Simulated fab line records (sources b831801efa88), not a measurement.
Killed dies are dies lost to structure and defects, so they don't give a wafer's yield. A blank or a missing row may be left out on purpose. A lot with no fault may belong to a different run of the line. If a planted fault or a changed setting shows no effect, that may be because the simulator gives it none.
fab line records    flow sky130
[record] lots = 15  wafers = 45  last-day = 50
route steps=708 shown CAP2M@604 METAL4@634 METAL5@661
lots untouched by any fault: they come from a run of this same line in which no faults occurred
start-h: hours from the record's opening day to when the first of the lot's shown wafers began    wait-h: hours from the lot's prior step to this one    " unchanged from the row above    L1.1+2: several wafers, shown together as one row    - no value present, or no start provided    * or withheld: withheld    < > ~ a bound
route shown NAME@n: a module of which the file shows steps, and the number in the route of the first    usual: average and standard deviation across the fault-free wafers    same: alike in all rows    chamber/n: place in a boat    sites: per-site readings    _std_site: standard deviation of those values    _edge_site: inner sites' mean taken away from outer sites' mean    radius-mm: for every site, how far away it sits from the centre of the wafer    mask NAME#n: copy n    behind: the last tool/chamber to shape the wafer    hold: reason for holding the lot/hours on hold/outcome of the hold    device: the transistor (n, p or np) that didn't switch    end of line: at the end of the route, the tests of the same wafers    for a step that has no rows: nothing shown but its recipe    killed: at the first sort, the dies lost to defects and structure; wafer yield is something else    map: shows each die of a wafer: x if killed, . if not, _ if none is there
set.NAME: the setting as run; set.NAME@STEP: as run at that earlier step    model.NAME: the simulator's own value behind a step, which no gauge read
route steps across a sampled set of lots; one table per step, one row per wafer
services: a tool's chamber out of use, with start hour (start-h, from the record's first day; less than 0 if before it), hours out, and reason
[[steps]]
[step SKY_CAP2M_THK_MEAS_01]
[recipe] reads = SiO2_of_CAP2M_CVD_00
[usual] CAP2M_CVD_00_THK = 15.49/0.27
lot.wafer  tool           chamber  start-h  wait-h  CAP2M_CVD_00_THK[nm]
L652.1     film-metro-02  -        924.87   -       15.31
L652.3     "              -        "        "       15.38
L652.6     "              -        "        "       15.47
L653.2     film-metro-04  -        931.37   -       15.76
L653.3     "              -        "        "       15.34
L653.6     "              -        "        "       15.62
L654.2     film-metro-04  -        940.36   -       15.46
L654.4     "              -        "        "       15.80
L654.6     "              -        "        "       15.70
L657.2     film-metro-01  -        965.04   -       15.59
L657.3     "              -        "        "       15.63
L657.6     "              -        "        "       15.56
L659.2     film-metro-04  -        978.77   -       15.63
L659.3     "              -        "        "       15.29
L659.6     "              -        "        "       15.42
L660.1     film-metro-01  -        986.21   -       15.07
L660.2     "              -        "        "       15.48
L660.3     "              -        "        "       15.58
L661.1     film-metro-02  -        994.81   -       15.52
L661.2     "              -        "        "       15.15
L661.6     "              -        "        "       15.24
L662.1     film-metro-02  -        1001.06  -       15.32
L662.2     "              -        "        "       15.60
L662.3     "              -        "        "       15.77
L664.2     film-metro-04  -        1012.60  -       15.36
L664.4     "              -        "        "       15.10
L664.6     "              -        "        "       15.67
L665.3     film-metro-02  -        1022.00  -       15.07
L665.5     "              -        "        "       15.26
L665.6     "              -        "        "       15.46
L666.1     film-metro-02  -        1032.43  -       15.02
L666.3     "              -        "        "       14.95
L666.6     "              -        "        "       15.75
L667.1     film-metro-04  -        1040.03  -       15.41
L667.3     "              -        "        "       15.38
L667.5     "              -        "        "       15.83
L670.2     film-metro-02  -        1061.19  -       15.37
L670.3     "              -        "        "       15.25
L670.6     "              -        "        "       15.54
L675.1     film-metro-01  -        1078.66  -       15.24
L675.3     "              -        "        "       15.08
L675.6     "              -        "        "       15.43
L674.1     film-metro-02  -        1081.18  -       15.18
L674.5     "              -        "        "       15.77
L674.6     "              -        "        "       15.06
[step SKY_METAL4_METAL_ETCH_18]
[recipe] target-depth-a = 8450  stop-on = SiO2  over-etch-frac = 0.3  time-s = 183.1  chemistry = Cl2/BCl3  resist-sidewall-deg = 88  pressure-mtorr = 10  icp-w = 900  bias-w = 48.5  Cl2_flow_sccm = 60  bcl3-flow-sccm = 30
[usual] drypump-motor-current-A = 5.4/0.39  oes-product-au = 0.868/0.0067  throttle-valve-pct = 22.265/0.0088
[same] over-etch-frac = 0.3
lot.wafer  tool          chamber  start-h  wait-h  drypump-motor-current-A  oes-product-au  rf-hours-counter-h  throttle-valve-pct
L652.1     rie-metal-04  1        974.43   0.0     4.9                      0.862           11                  22.264
L652.3     "             1        "        "       4.9                      0.860           -                   22.258
L652.6     "             1        "        "       4.9                      0.863           -                   22.244
L653.2     rie-metal-01  1        981.03   0.0     5.2                      0.864           16                  22.264
L653.3     "             1        "        "       5.3                      0.867           -                   22.275
L653.6     "             0        "        "       6.4                      0.869           -                   22.258
L654.2     rie-metal-04  1        990.38   0.0     4.9                      0.868           12                  22.264
L654.4     "             0        "        "       5.5                      0.881           -                   22.266
L654.6     "             1        "        "       4.9                      0.872           -                   22.267
L657.2     rie-metal-02  1        1012.73  0.0     5.4                      0.856           10                  22.271
L657.3     "             0        "        "       5.7                      0.862           -                   22.267
L657.6     "             1        "        "       5.4                      0.873           -                   22.262
L659.2     rie-metal-01  0        1025.59  0.0     6.4                      0.873           7                   22.268
L659.3     "             1        "        "       5.3                      0.881           -                   22.270
L659.6     "             1        "        "       5.3                      0.875           -                   22.264
L660.1     rie-metal-04  1        1032.73  0.0     4.9                      0.867           14                  22.263
L660.2     "             0        "        "       5.5                      0.875           19                  22.260
L660.3     "             0        "        "       5.5                      0.866           -                   22.256
L661.1     rie-metal-01  0        1041.28  0.0     6.4                      0.860           8                   22.259
L661.2     "             1        "        "       5.3                      0.871           20                  22.261
L661.6     "             1        "        "       5.3                      0.871           -                   22.267
L662.1     rie-metal-01  0        1047.40  0.0     6.4                      0.866           8                   22.261
L662.2     "             1        "        "       5.2                      0.868           20                  22.268
L662.3     "             1        "        "       5.2                      0.877           -                   22.242
L664.2     rie-metal-04  0        1057.48  0.0     5.5                      0.871           21                  22.254
L664.4     "             0        "        "       5.6                      0.871           -                   22.244
L664.6     "             0        "        "       5.5                      0.865           -                   22.260
L665.3     rie-metal-02  1        1066.74  0.1     5.4                      0.875           -                   22.270
L665.5     "             1        "        "       5.4                      0.869           -                   22.278
L665.6     "             0        "        "       5.6                      0.861           -                   22.273
L666.1     rie-metal-02  0        1076.53  0.0     5.6                      0.858           16                  22.279
L666.3     "             0        "        "       5.7                      0.873           -                   22.270
L666.6     "             0        "        "       5.7                      0.874           -                   22.257
L667.1     rie-metal-04  0        1083.11  0.0     5.5                      0.870           22                  22.262
L667.3     "             1        "        "       4.9                      0.879           -                   22.274
L667.5     "             0        "        "       5.5                      0.876           -                   22.268
L670.2     rie-metal-04  1        1103.46  0.0     4.9                      0.864           20                  22.256
L670.3     "             1        "        "       4.9                      0.865           -                   22.255
L670.6     "             1        "        "       4.9                      0.872           -                   22.262
L675.1     rie-metal-02  0        1120.94  0.0     5.7                      0.871           19                  22.264
L675.3     "             0        "        "       5.7                      0.873           -                   22.286
L675.6     "             1        "        "       5.4                      0.860           -                   22.285
L674.1     rie-metal-02  0        1122.36  0.0     5.7                      0.870           20                  22.265
L674.5     "             1        "        "       5.4                      0.855           -                   22.284
L674.6     "             0        "        "       5.7                      0.868           -                   22.267
[step SKY_METAL5_SPUTTER_00]
[recipe] material = Ti  target-thk-nm = 15  power-w = 3000  time-s = 10  chamber-pressure-pa = 0.4
[usual] cathode-dc-power-W = 3000.0/0.52  chamber-pressure-pa = 0.3999/0.00071  throttle-valve-pct = 30.4/1.2
lot.wafer  tool            chamber  start-h  wait-h  cathode-dc-power-W  chamber-pressure-pa  throttle-valve-pct
L652.1     pvd-sputter-03  -        1000.10  0.1     3000.7              0.3997               28.4
L652.3     "               -        "        "       3000.1              0.3994               31.8
L652.6     "               -        "        "       3000.0              0.3986               31.8
L653.2     pvd-sputter-02  -        1006.42  0.1     3000.9              0.4002               33.3
L653.3     "               -        "        "       3000.0              0.4013               30.6
L653.6     "               -        "        "       2999.7              0.4011               30.1
L654.2     pvd-sputter-02  -        1016.29  0.1     2999.2              0.4005               30.3
L654.4     "               -        "        "       2999.3              0.3999               30.1
L654.6     "               -        "        "       3000.2              0.3988               30.3
L657.2     pvd-sputter-02  -        1038.24  0.2     2999.9              0.3996               31.0
L657.3     "               -        "        "       3000.3              0.4002               30.2
L657.6     "               -        "        "       3000.8              0.3998               33.4
L659.2     pvd-sputter-03  -        1050.14  0.2     2999.9              0.4012               30.9
L659.3     "               -        "        "       2999.4              0.4000               28.3
L659.6     "               -        "        "       2999.8              0.4002               30.9
L660.1     pvd-sputter-03  -        1057.04  0.1     2999.1              0.4001               29.2
L660.2     "               -        "        "       2999.9              0.3982               30.7
L660.3     "               -        "        "       3000.1              0.3998               31.5
L661.1     pvd-sputter-01  -        1064.83  0.1     3000.5              0.4002               30.9
L661.2     "               -        "        "       3000.1              0.4010               29.5
L661.6     "               -        "        "       2999.8              0.3998               31.2
L662.1     pvd-sputter-03  -        1071.26  0.2     2999.0              0.3984               30.8
L662.2     "               -        "        "       3000.0              0.3994               28.9
L662.3     "               -        "        "       2998.7              0.4002               28.6
L664.2     pvd-sputter-01  -        1081.60  0.2     2999.1              0.4002               31.3
L664.4     "               -        "        "       2999.8              0.3997               28.9
L664.6     "               -        "        "       2999.6              0.3989               31.2
L665.3     pvd-sputter-03  -        1089.94  0.1     -                   -                    -
L665.5     "               -        "        "       -                   -                    -
L665.6     "               -        "        "       -                   -                    -
L666.1     pvd-sputter-02  -        1100.34  0.1     -                   -                    -
L666.3     "               -        "        "       -                   -                    -
L666.6     "               -        "        "       -                   -                    -
L667.1     pvd-sputter-03  -        1105.49  0.1     -                   -                    -
L667.3     "               -        "        "       -                   -                    -
L667.5     "               -        "        "       -                   -                    -
L670.2     pvd-sputter-02  -        1125.95  0.2     3001.0              0.4005               30.2
L670.3     "               -        "        "       3000.1              0.4004               31.0
L670.6     "               -        "        "       3000.0              0.4016               30.6
L675.1     pvd-sputter-03  -        1142.13  0.1     3000.6              0.3990               28.6
L675.3     "               -        "        "       2999.7              0.4001               28.9
L675.6     "               -        "        "       3000.0              0.3984               28.5
L674.1     pvd-sputter-03  -        1143.34  0.1     3000.0              0.4009               28.5
L674.5     "               -        "        "       2999.9              0.3999               30.7
L674.6     "               -        "        "       2999.9              0.3997               28.5
[step SKY_METAL5_DESCUM_14]
[recipe] chemistry = O2  source-power-w = 150  bias-power-w = 0  pressure-mtorr = 10  temp-c = 40  time-s = 11
[usual] drypump-motor-current-A = 5.7/0.34  oes-product-au = 1.010/0.013
lot.wafer  tool          chamber  start-h  wait-h  drypump-motor-current-A  oes-product-au  rf-hours-counter-h
L652.1     rie-metal-03  1        1022.77  0.1     6.0                      1.015           18
L652.3     "             1        "        "       6.0                      1.011           -
L652.6     "             0        "        "       5.7                      1.024           -
L653.2     rie-metal-03  0        1029.80  0.1     5.7                      1.015           -
L653.3     "             0        "        "       5.7                      1.013           -
L653.6     "             0        "        "       5.7                      1.013           -
L654.2     rie-metal-01  1        1038.88  0.1     5.3                      0.998           19
L654.4     "             0        "        "       6.4                      1.002           -
L654.6     "             1        "        "       5.3                      1.001           -
L657.2     rie-metal-02  1        1060.18  0.1     5.4                      0.990           11
L657.3     "             1        "        "       5.4                      0.982           -
L657.6     "             1        "        "       5.4                      0.980           -
L659.2     rie-metal-02  0        1072.14  0.1     5.7                      1.017           15
L659.3     "             1        "        "       5.4                      0.989           -
L659.6     "             1        "        "       5.4                      0.999           -
L660.1     rie-metal-03  1        1077.52  0.1     5.9                      1.015           22
L660.2     "             0        "        "       5.7                      1.035           11
L660.3     "             1        "        "       6.0                      1.004           -
L661.1     rie-metal-03  0        1084.94  0.1     5.7                      1.022           11
L661.2     "             0        "        "       5.7                      1.017           -
L661.6     "             0        "        "       5.7                      1.026           -
L662.1     rie-metal-03  0        1091.57  0.1     5.7                      1.022           13
L662.2     "             0        "        "       5.7                      1.024           -
L662.3     "             0        "        "       5.7                      1.022           -
L664.2     rie-metal-03  1        1102.17  0.1     5.9                      1.017           0
L664.4     "             1        "        "       6.0                      1.022           -
L664.6     "             1        "        "       5.9                      1.019           -
L665.3     rie-metal-01  1        1110.13  0.1     5.2                      0.985           -
L665.5     "             0        "        "       6.4                      1.007           -
L665.6     "             1        "        "       5.3                      0.991           -
L666.1     rie-metal-03  1        1120.58  0.1     6.0                      1.011           1
L666.3     "             1        "        "       6.0                      1.018           -
L666.6     "             1        "        "       6.0                      1.010           -
L667.1     rie-metal-01  0        1125.32  0.1     6.4                      1.001           13
L667.3     "             0        "        "       6.4                      1.003           -
L667.5     "             1        "        "       5.3                      0.997           -
L670.2     rie-metal-01  0        1144.77  0.1     6.4                      1.005           15
L670.3     "             1        "        "       5.3                      1.001           -
L670.6     "             1        "        "       5.2                      0.997           -
L675.1     rie-metal-03  0        1159.93  0.1     5.7                      1.020           18
L675.3     "             0        "        "       5.7                      1.024           -
L675.6     "             0        "        "       5.7                      1.011           -
L674.1     rie-metal-03  1        1161.33  0.1     5.9                      1.014           5
L674.5     "             0        "        "       5.7                      1.014           -
L674.6     "             1        "        "       6.0                      1.022           -
[[services]]
tool            chamber  start-h  hours  kind
rie-metal-02    -        952.85   4.0    pm
rie-metal-02    -        961.40   1.2    repair
rie-metal-01    -        965.96   0.9    repair
rie-metal-03    1        969.11   5.6    repair
pvd-sputter-03  -        1006.96  2.2    repair
rie-metal-01    0        1011.47  2.8    repair
rie-metal-02    -        1020.28  28.1   pm
pvd-sputter-02  -        1027.40  8.6    repair
rie-metal-03    1        1027.71  3.4    repair
rie-metal-04    -        1076.69  2.8    pm
rie-metal-03    -        1082.10  1.4    pm
rie-metal-03    1        1084.03  -      clean
rie-metal-03    1        1084.03  16.3   scheduled-down
rie-metal-03    1        1084.03  16.3   vent-cycle
rie-metal-04    1        1115.03  23.9   repair
rie-metal-04    0        1131.14  47.5   repair
[[key]]
[first-sign] step = SKY_METAL5_SPUTTER_00  reading = tool-record  direction = missing
effect none on later readings
met-at SKY_METAL5_SPUTTER_00
struck-lots L665,L666,L667
later-rows-left-out L665.3,L665.5,L665.6,L666.1,L666.3,L666.6,L667.1,L667.3,L667.5
sort-left-out L665.3,L665.5,L665.6,L666.1,L666.3,L666.6,L667.1,L667.3,L667.5
not-acting-at SKY_CAP2M_THK_MEAS_01,SKY_METAL4_METAL_ETCH_18,SKY_METAL5_DESCUM_14
onset-between 1071.26 1089.94
[fault] kind = skipped-step-whole  tool = pvd-sputter-02,pvd-sputter-03  chamber = -  onset-h = 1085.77  steps = SKY_METAL5_SPUTTER_00  scope = struck-lots-only
// sort-left-out: the simulated sort isn't trusted on such a fault, so these wafers' sort isn't shown, and their yield isn't known
// later-rows-left-out: the simulator's readings of these wafers behind a module that went badly wrong aren't trusted and aren't shown, but for the sort
